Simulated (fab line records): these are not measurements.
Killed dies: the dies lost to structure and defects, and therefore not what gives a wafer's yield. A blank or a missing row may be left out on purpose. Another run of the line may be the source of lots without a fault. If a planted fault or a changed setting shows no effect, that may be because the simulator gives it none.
A struck lot beside a sound one	flow sky130	14 steps out of a route of 708
Sound: wafers L540.2, L540.3, L540.4. Struck: wafers L530.1, L530.2, L530.3. At the end, the cause is stated.
Each step with rows lists, per side, the tool, then ch with its chambers, then its first start. Under that, the readings that differ: sound wafers	struck wafers	difference of the means	sigmas: that difference in standard deviations of wafers without a fault.
alike: same words and numbers on both sides, and readings whose means sit less than 2 such deviations apart. not compared: any withheld reading, any reading some wafer has no value for, any bound like >300 that may hide the same value, and any number with overlapping values for which the record gives no deviation.
A row with sigmas, a row that says differs or no value, or rows on one side alone: a step with any of these is where the two part. Numbers that don't overlap but have no deviation are shown without sigmas and don't part them. A reading missing from all wafers of one side parts the sides only when that side holds two or more wafers.

first, 1 step without rows for these wafers: SKY_POLY_GATE_IMPLANT_02.
SKY_RES_PROTECT_STRIP_07: strips in O2/N2.
  sound on plasma-asher-04 ch 0,1, day 22 09:44; struck on plasma-asher-03 ch 0,1, day 18 17:09
  alike: drypump-motor-current-A, n2-flow-sccm, oes-product-au, strip-time-to-endpoint-s
  not compared: rf-hours-counter-h
SKY_RES_PROTECT_TW_MEAS_08:
  struck on film-metro-02, day 18 17:15; sound on film-metro-03, day 22 09:51
  alike: POLY_GATE_TW
then, 2 steps without rows for these wafers: SKY_RES_PROTECT_CLEAN_09 (cleans in SC1/SC2, time 150 s); SKY_POLY_GATE_CVD_03 (deposits Si3N4 from DCS/NH3, target thk 75 nm, time 1290 s).
SKY_POLY_GATE_THK_MEAS_04:
  struck on film-metro-02, day 18 18:44; sound on film-metro-02, day 22 11:59
  alike: POLY_GATE_CVD_03_THK
then, 6 steps without rows for these wafers: SKY_POLY_GATE_DEHYDRATE_05 (time 60 s); SKY_POLY_GATE_HMDS_06 (prime time 60 s); SKY_POLY_GATE_COAT_07 (resist thk 110 nm); SKY_POLY_GATE_COAT_08 (resist thk 450 nm); SKY_POLY_GATE_SOFTBAKE_09 (time 90 s); SKY_POLY_GATE_EXPOSE_10 (exposes mask P1M, target cd 150 nm).
SKY_POLY_GATE_PEB_11:
  sound on litho-track-01 ch 0, day 23 18:00; struck on litho-track-01, day 20 01:00
reading	sound	struck	difference	sigmas
exhaust-pa (Pa)	45.7 45.0 45.0	- - -	no value on the struck wafers	
  not compared: chill-plate-temp-C
then, 1 step without rows for these wafers: SKY_POLY_GATE_DEVELOP_12 (develop time 60 s).

== WHERE THEY PART ==
SKY_POLY_GATE_PEB_11 only, going by this record.

WHY: what had been put in by the simulator
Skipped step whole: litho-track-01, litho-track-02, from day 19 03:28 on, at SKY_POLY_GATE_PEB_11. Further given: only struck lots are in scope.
